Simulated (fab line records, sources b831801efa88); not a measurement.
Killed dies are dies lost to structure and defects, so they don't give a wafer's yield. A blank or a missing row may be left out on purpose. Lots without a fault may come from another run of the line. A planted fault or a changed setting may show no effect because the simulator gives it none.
fab line records | flow sky130
record lots=6 wafers=18 last_day=49
route steps=708 shown NWELL@65 PAD_OPEN@708
lots that met no fault: from a run of the same line without faults
start_h: hours from the record's first day to the start of the lot's first wafer shown | wait_h: hours since the lot's step before | " the same as in the row above | L1.1+2: a row that stands for several wafers | - no value, or no start given | * or withheld: withheld | < > ~ a bound
route shown NAME@n: a module of which the file shows steps, and the number in the route of the first | usual: mean/standard deviation of fault-free wafers | same: alike in all rows | chamber/n: place in a boat | sites: the reading at each site | _std_site: their standard deviation | _edge_site: outer sites' mean less inner sites' | radius_mm: how far each site lies from the wafer's centre | mask NAME#n: copy n | behind: the tool/chamber that last shaped the wafer | hold: why the lot was held/for how many hours/how that ended | device: the transistor (n, p or np) that didn't switch | end of line: the same wafers' tests at the end of the route | a step without rows: its recipe alone | killed: dies lost to structure and defects at the first sort, not the wafer's yield | map: a wafer's dies, x killed, . not, _ none there
set.NAME: the setting as run; set.NAME@STEP: as run at that earlier step | model.NAME: the simulator's own value behind a step, which no gauge read
lots at some steps of the route; a table a step, a row a wafer
services: from which hour (start_h, from the record's first day; less than 0 if before it) a tool's chamber was out of use, for how many hours, and why
## steps
# step SKY_NWELL_IMPLANT_12
# recipe species=P energy_kev=120 dose_cm2=1.3e+12 tilt_deg=withheld
# step SKY_NWELL_IMPLANT_13
# recipe species=P energy_kev=50 dose_cm2=7e+11 tilt_deg=withheld
# step SKY_NWELL_STRIP_14
# recipe chemistry=O2/N2 power_w=1400 pressure_mtorr=1527 platen_temp_c=withheld o2_flow_sccm=3000 n2_flow_sccm=300 overash_fraction=0.5
# usual drypump_motor_current_A=6.0/0.58 oes_product_au=0.724/0.0049 strip_time_to_endpoint_s=36.18/0.077
# columns lot.wafer tool chamber start_h wait_h drypump_motor_current_A oes_product_au rf_hours_counter_h strip_time_to_endpoint_s
L895.1 plasma_asher-03 1 109.31 0.1 6.2 0.728 41 36.20
L895.4 " 1 " " 6.3 0.725 - 36.20
L895.5 " 0 " " 6.6 0.727 - 36.07
L896.3 plasma_asher-03 0 115.29 0.1 6.6 0.721 - 36.00
L896.4 " 1 " " 6.3 0.734 - 35.95
L896.5 " 0 " " 6.6 0.728 - 35.89
L905.1 plasma_asher-04 1 167.85 0.1 5.4 0.725 5 36.19
L905.3 " 0 " " 5.5 0.719 - 36.20
L905.6 " 1 " " 5.4 0.735 - 36.19
L906.2 plasma_asher-03 0 171.21 0.1 6.5 0.727 47 36.07
L906.4 " 0 " " 6.6 0.719 - 36.13
L906.6 " 0 " " 6.5 0.713 - 36.20
L908.1 plasma_asher-01 1 184.51 0.1 6.4 0.720 50 36.08
L908.2 " 0 " " 5.0 0.725 50 36.15
L908.5 " 1 " " 6.4 0.713 - 36.15
L911.1 plasma_asher-01 1 204.15 0.1 6.5 0.714 52 36.35
L911.4 " 1 " " 6.5 0.724 - 36.21
L911.6 " 0 " " 5.0 0.716 - 36.23
# step SKY_NWELL_TW_MEAS_15
# usual NWELL_TW=1798/8.6
# columns lot.wafer tool chamber start_h wait_h NWELL_TW
L895.1 film_metro-03 - 109.41 0.1 1796
L895.4 " - " " 1795
L895.5 " - " " 1801
L896.3 film_metro-04 - 115.37 0.1 1801
L896.4 " - " " 1809
L896.5 " - " " 1817
L905.1 film_metro-02 - 167.95 0.1 1793
L905.3 " - " " 1796
L905.6 " - " " 1803
L906.2 film_metro-04 - 171.32 0.1 1798
L906.4 " - " " 1799
L906.6 " - " " 1785
L908.1 film_metro-02 - 184.61 0.1 1796
L908.2 " - " " 1810
L908.5 " - " " 1804
L911.1 film_metro-03 - 204.25 0.1 1766
L911.4 " - " " 1779
L911.6 " - " " 1773
# step SKY_NWELL_DEHYDRATE_16
# recipe temp_c=200 time_s=60
# step SKY_NWELL_HMDS_17
# recipe prime_time_s=60 prime_temp_c=120
# step SKY_NWELL_COAT_18
# recipe spin_rpm=2000 resist_thk_nm=3000
# step SKY_NWELL_SOFTBAKE_19
# recipe temp_c=110 time_s=withheld
# step SKY_NWELL_EXPOSE_20
# recipe mask_id=NWM_COMPLEMENT na=0.6 source_shape=conventional sigma_outer=0.6 polarization=unpolarized target_cd_nm=840 dose_mj=260
# step SKY_NWELL_PEB_21
# recipe temp_c=115 time_s=withheld
# step SKY_NWELL_DEVELOP_22
# recipe wall_angle_deg=90 developer=TMAH develop_time_s=60 dev_temp_c=23
# step SKY_NWELL_OVL_MEAS_23
# usual NWELL_01_OVL=0.9/1.5
# columns lot.wafer tool chamber start_h wait_h NWELL_01_OVL[nm]
L895.1 overlay-01 - 128.07 - -1.7
L895.4 " - " " 0.6
L895.5 " - " " 1.6
L896.3 overlay-01 - 134.03 - 0.7
L896.4 " - " " 0.1
L896.5 " - " " -0.5
L905.1 overlay-02 - 188.82 - 0.5
L905.3 " - " " -0.3
L905.6 " - " " 1.0
L906.2 overlay-01 - 192.18 - 2.2
L906.4 " - " " 2.1
L906.6 " - " " 3.0
L908.1 overlay-02 - 206.42 - 0.3
L908.2 " - " " 0.9
L908.5 " - " " 1.4
L911.1 overlay-01 - 225.62 - 1.4
L911.4 " - " " 1.0
L911.6 " - " " 0.0
# step SKY_NWELL_IMPLANT_24
# recipe species=B energy_kev=140 dose_cm2=9.2e+12 tilt_deg=withheld
# usual dose_ions_cm2=9.201e+12/1e+10
# columns lot.wafer tool chamber start_h wait_h dose_ions_cm2
L895.1 implanter-03 0 128.11 0.0 9.541e+12
L895.4 " 0 " " 9.551e+12
L895.5 " 0 " " 9.546e+12
L896.3 implanter-03 0 134.10 0.1 9.519e+12
L896.4 " 0 " " 9.525e+12
L896.5 " 0 " " 9.514e+12
L905.1 implanter-02 0 188.85 0.0 9.201e+12
L905.3 " 0 " " 9.215e+12
L905.6 " 0 " " 9.214e+12
L906.2 implanter-04 0 192.24 0.0 9.194e+12
L906.4 " 0 " " 9.218e+12
L906.6 " 0 " " 9.206e+12
L908.1 implanter-02 0 206.46 0.0 9.198e+12
L908.2 " 0 " " 9.194e+12
L908.5 " 0 " " 9.199e+12
L911.1 implanter-03 0 225.65 0.0 9.221e+12
L911.4 " 0 " " 9.201e+12
L911.6 " 0 " " 9.217e+12
# step SKY_NWELL_STRIP_25
# recipe chemistry=O2/N2 power_w=1400 pressure_mtorr=1500 platen_temp_c=withheld o2_flow_sccm=3000 n2_flow_sccm=300 overash_fraction=0.5
# usual drypump_motor_current_A=5.9/0.61 oes_product_au=0.723/0.0046 strip_time_to_endpoint_s=36.93/0.11
# columns lot.wafer tool chamber start_h wait_h drypump_motor_current_A oes_product_au rf_hours_counter_h strip_time_to_endpoint_s
L895.1 plasma_asher-01 0 128.26 0.1 5.0 0.718 44 36.98
L895.4 " 1 " " 6.5 0.722 - 36.83
L895.5 " 1 " " 6.5 0.721 - 36.99
L896.3 plasma_asher-04 0 134.24 0.1 5.5 0.727 - 36.86
L896.4 " 1 " " 5.4 0.722 - 36.87
L896.5 " 1 " " 5.4 0.722 - 36.86
L905.1 plasma_asher-04 0 189.00 0.1 5.5 0.714 7 36.85
L905.3 " 0 " " 5.5 0.710 - 36.96
L905.6 " 0 " " 5.5 0.719 - 37.05
L906.2 plasma_asher-04 1 192.36 0.1 5.4 0.722 7 36.73
L906.4 " 0 " " 5.5 0.723 - 36.87
L906.6 " 1 " " 5.4 0.725 - 36.76
L908.1 plasma_asher-01 0 206.61 0.1 5.0 0.711 52 36.95
L908.2 " 1 " " 6.4 0.720 52 36.94
L908.5 " 1 " " 6.4 0.722 - 37.06
L911.1 plasma_asher-01 0 225.80 0.1 5.0 0.717 54 36.78
L911.4 " 0 " " 4.9 0.723 - 36.95
L911.6 " 0 " " 5.0 0.728 - 36.88
# step SKY_PAD_OPEN_PROBE_99
# usual killed_at_M0_to_M3=44/7.1 killed_at_M4_up=3/1.6 killed_at_contacts=24/5.4 killed_at_front_end=15/4.7 killed_at_other=0.3/0.51 killed_dies=87/9.9 killed_open=48/7.6 killed_short=39/6.3
# same gross_dies=492 killed_at_back_side=0
# columns lot.wafer tool chamber start_h wait_h killed_at_M0_to_M3 killed_at_M4_up killed_at_contacts killed_at_front_end killed_at_other killed_dies killed_open killed_short model.etest.res_pwell_under_gate.rs_ohm_sq
L895.1 prober-02 - 1093.54 0.1 47 6 22 10 0 85 50 35 2223
L895.4 prober-02 - 1093.69 0.2 55 3 30 17 0 105 53 52 2223
L895.5 prober-02 - 1093.74 0.2 33 3 28 14 0 78 40 38 2222
L896.3 prober-01 - 1104.60 0.2 46 2 12 15 0 75 50 25 2226
L896.4 prober-01 - 1104.65 0.2 50 1 28 12 0 91 52 39 2220
L896.5 prober-01 - 1104.70 0.2 41 1 25 14 0 81 45 36 2230
L905.1 prober-01 - 1155.95 0.1 41 3 20 15 0 79 46 33 2257
L905.3 prober-01 - 1156.05 0.2 33 3 28 15 0 79 43 36 2265
L905.6 prober-01 - 1156.20 0.2 45 3 32 21 0 101 55 46 2268
L906.2 prober-02 - 1158.08 0.1 46 4 37 18 1 106 60 46 2255
L906.4 prober-02 - 1158.18 0.2 28 2 21 20 0 71 41 30 2258
L906.6 prober-02 - 1158.28 0.2 51 3 26 10 0 90 42 48 2238
L908.1 prober-02 - 1165.20 0.1 47 4 23 23 0 97 56 41 2291
L908.2 prober-02 - 1165.25 0.1 51 7 20 15 0 93 47 46 2286
L908.5 prober-02 - 1165.40 0.2 33 5 22 7 0 67 35 32 2281
L911.1 prober-01 - 1180.69 0.1 36 5 25 20 1 87 50 37 2272
L911.4 prober-01 - 1180.84 0.2 39 3 28 23 0 93 50 43 2259
L911.6 prober-01 - 1180.94 0.2 40 4 32 18 0 94 52 42 2264
# killed by level:class
L895.1 VIA2:geometric_particle:open=10 VIA1:geometric_particle:open=9 LI_CONTACT:geometric_particle:open=7 LOCAL_INTERCONNECT:geometric_particle:short=7 METAL2:geometric_particle:short=6 VIA3:geometric_particle:open=5 POLY_GATE:geometric_particle:open=4 VIA1:geometric_particle:short=4
L895.4 VIA1:geometric_particle:open=12 LI_CONTACT:geometric_particle:open=10 CONTACT:geometric_particle:open=9 VIA1:geometric_particle:short=8 VIA3:geometric_particle:open=8 CONTACT:geometric_particle:short=6 METAL3:geometric_particle:short=6 VIA3:geometric_particle:short=6
L895.5 CONTACT:geometric_particle:open=10 VIA2:geometric_particle:open=8 LI_CONTACT:geometric_particle:open=7 VIA3:geometric_particle:short=6 VIA3:geometric_particle:open=5 FIELD_ISO:geometric_particle:short=4 FIELD_ISO:geometric_particle:open=4 LI_CONTACT:geometric_particle:short=4
L896.3 VIA1:geometric_particle:open=11 VIA2:geometric_particle:open=9 LI_CONTACT:geometric_particle:open=6 VIA3:geometric_particle:open=5 CONTACT:geometric_particle:open=5 METAL1:geometric_particle:short=5 POLY_GATE:geometric_particle:open=4 VIA3:geometric_particle:short=4
L896.4 VIA1:geometric_particle:open=13 CONTACT:geometric_particle:open=12 METAL1:geometric_particle:short=8 LI_CONTACT:geometric_particle:open=6 VIA2:geometric_particle:open=6 LOCAL_INTERCONNECT:geometric_particle:short=5 POLY_GATE:geometric_particle:open=4 CONTACT:geometric_particle:short=4
L896.5 LI_CONTACT:geometric_particle:open=10 VIA1:geometric_particle:open=8 VIA3:geometric_particle:open=7 POLY_GATE:geometric_particle:open=6 CONTACT:geometric_particle:open=6 VIA1:geometric_particle:short=6 METAL2:geometric_particle:short=5 VIA2:geometric_particle:open=5
L905.1 VIA1:geometric_particle:open=11 VIA2:geometric_particle:open=8 FIELD_ISO:geometric_particle:short=6 LI_CONTACT:geometric_particle:open=6 VIA1:geometric_particle:short=6 CONTACT:geometric_particle:open=6 FIELD_ISO:geometric_particle:open=5 VIA3:geometric_particle:open=4
L905.3 VIA1:geometric_particle:open=10 CONTACT:geometric_particle:open=8 CONTACT:geometric_particle:short=7 LOCAL_INTERCONNECT:geometric_particle:short=5 LI_CONTACT:geometric_particle:open=5 VIA2:geometric_particle:open=5 FIELD_ISO:geometric_particle:short=4 POLY_GATE:geometric_particle:open=4
L905.6 VIA1:geometric_particle:open=13 CONTACT:geometric_particle:short=10 CONTACT:geometric_particle:open=10 VIA1:geometric_particle:short=9 LI_CONTACT:geometric_particle:open=8 POLY_GATE:geometric_particle:short=4 POLY_GATE:geometric_particle:open=4 SPACER:geometric_particle:open=4
L906.2 CONTACT:geometric_particle:open=13 VIA3:geometric_particle:open=9 LI_CONTACT:geometric_particle:open=9 LOCAL_INTERCONNECT:geometric_particle:short=7 METAL1:geometric_particle:short=7 VIA1:geometric_particle:open=7 VIA1:geometric_particle:short=6 VIA2:geometric_particle:open=6
L906.4 CONTACT:geometric_particle:open=9 FIELD_ISO:geometric_particle:open=7 VIA2:geometric_particle:open=7 VIA3:geometric_particle:open=5 POLY_GATE:geometric_particle:short=4 LI_CONTACT:geometric_particle:open=4 POLY_GATE:geometric_particle:open=3 SPACER:geometric_particle:short=3
L906.6 METAL1:geometric_particle:short=11 VIA1:geometric_particle:open=9 VIA3:geometric_particle:open=9 CONTACT:geometric_particle:open=8 VIA3:geometric_particle:short=6 CONTACT:geometric_particle:short=5 LI_CONTACT:geometric_particle:open=5 LI_CONTACT:geometric_particle:short=4
L908.1 VIA1:geometric_particle:open=11 VIA2:geometric_particle:open=10 CONTACT:geometric_particle:open=9 FIELD_ISO:geometric_particle:open=8 LI_CONTACT:geometric_particle:open=6 VIA1:geometric_particle:short=6 FIELD_ISO:geometric_particle:short=5 POLY_GATE:geometric_particle:short=5
L908.2 VIA1:geometric_particle:open=10 METAL1:geometric_particle:short=9 VIA2:geometric_particle:open=8 FIELD_ISO:geometric_particle:open=7 CONTACT:geometric_particle:open=7 METAL2:geometric_particle:short=6 METAL4:geometric_particle:short=6 VIA3:geometric_particle:open=6
L908.5 CONTACT:geometric_particle:open=10 METAL2:geometric_particle:short=7 LI_CONTACT:geometric_particle:open=6 VIA3:geometric_particle:short=5 METAL4:geometric_particle:short=5 POLY_GATE:geometric_particle:open=4 VIA1:geometric_particle:open=3 CONTACT:geometric_particle:short=3
L911.1 LI_CONTACT:geometric_particle:open=8 VIA1:geometric_particle:open=8 FIELD_ISO:geometric_particle:open=7 LOCAL_INTERCONNECT:geometric_particle:short=7 CONTACT:geometric_particle:open=6 POLY_GATE:geometric_particle:short=5 VIA3:geometric_particle:open=5 METAL2:geometric_particle:short=4
L911.4 VIA1:geometric_particle:open=12 LI_CONTACT:geometric_particle:open=9 CONTACT:geometric_particle:open=8 FIELD_ISO:geometric_particle:open=6 POLY_GATE:geometric_particle:short=5 CONTACT:geometric_particle:short=5 VIA1:geometric_particle:short=5 METAL2:geometric_particle:short=4
L911.6 LI_CONTACT:geometric_particle:open=11 VIA1:geometric_particle:open=11 METAL1:geometric_particle:short=7 VIA2:geometric_particle:open=7 POLY_GATE:geometric_particle:open=6 CONTACT:geometric_particle:short=6 CONTACT:geometric_particle:open=6 LOCAL_INTERCONNECT:geometric_particle:short=5
## services
# columns tool chamber start_h hours kind
plasma_asher-04 - 108.75 9.0 pm
plasma_asher-04 0 108.75 9.0 vent_cycle
plasma_asher-04 1 108.75 9.0 vent_cycle
plasma_asher-04 0 117.75 - clean
plasma_asher-04 1 117.75 - clean
plasma_asher-04 - 135.79 0.5 repair
implanter-02 - 140.00 0.5 repair
plasma_asher-03 - 159.16 2.4 repair
implanter-03 - 209.57 4.1 repair
plasma_asher-01 - 214.94 1.9 repair
implanter-04 - 220.57 2.5 repair
## key
first_sign step=SKY_NWELL_IMPLANT_24 reading=dose_ions_cm2 direction=up sigmas=33 usual=* struck=*
effect none on later readings
model_effect step=SKY_PAD_OPEN_PROBE_99 value=etest.res_pwell_under_gate.rs_ohm_sq without=2277 struck=2224
met_at SKY_NWELL_IMPLANT_24
struck_wafers L895.1,L895.4,L895.5,L896.3,L896.4,L896.5
tester_left_out L895,L896
fault kind=process_parameter_drift tool=implanter-03 chamber=- onset_h=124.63 steps=SKY_NWELL_IMPLANT_24 channel=dose_cm2 offset=* shape=step end_h=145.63 acts_in=* stated=*
# tester_left_out: of these lots the tester's yield and bins aren't shown, on N5 and GAA mostly nor the transistor test; their killed dies are dies lost to structure and defects alone, not to doping, threshold or leakage, so they don't give the yield
